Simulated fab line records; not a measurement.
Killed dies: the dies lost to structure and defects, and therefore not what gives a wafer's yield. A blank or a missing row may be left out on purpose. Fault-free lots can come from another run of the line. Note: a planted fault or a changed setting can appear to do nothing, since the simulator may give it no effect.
Chamber matching | flow gf180mcu | 4 sister chambers for GF_SAB_ETCH_11 on rie-diel-03
The step etches SiO2 in C4F8/O2/Ar, target depth 55 nm, time 8.5 s. 4 wafers are shown with their chamber, then 7 later ones without.

WAFERS PAIRED WITH THEIR CHAMBERS
wafer  | chamber | oes-product-au (a.u.)
L723.6 | 2       | 1.017
L724.2 | 1       | 1.014
L728.2 | 0       | 0.996
L728.3 | 3       | 0.992

WAFERS WHOSE CHAMBER IS MISSING
wafer  | oes-product-au (a.u.)
L728.5 | 1.000
L739.1 | 1.007
L739.2 | 0.985
L739.3 | 0.987
L742.2 | 1.001
L742.4 | 1.014
L742.5 | 0.993

EACH ONE'S CHAMBER
wafer  | from the rows above               | in truth
L728.5 | can't be placed: 0 or 3           | 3
L739.1 | can't be placed: 1 or 2 or 0 or 3 | 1
L739.2 | can't be placed: 3 or 0           | 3
L739.3 | can't be placed: 3 or 0           | 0
L742.2 | can't be placed: 0 or 3 or 1      | 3
L742.4 | can't be placed: 1 or 2           | 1
L742.5 | can't be placed: 3 or 0           | 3
Correctly placed: 0 of 7. Can't be placed from these rows: 7 (the true chamber is among the candidates in 7). 0 placed wrongly.
How it was worked out, from the rows above alone: a wafer's distance from a chamber is the root of the sum, over the readings, of the square of ((its reading less the chamber's mean) divided by the reading's scatter). The wafer belongs to the nearest chamber; if the next one is less than 2 further off, it can't be placed. Each chamber's mean is taken over the wafers shown for it. The scatter (one wafer shown for each chamber): square how far every hidden wafer sits from the nearest shown wafer, average those squares and take the square root.
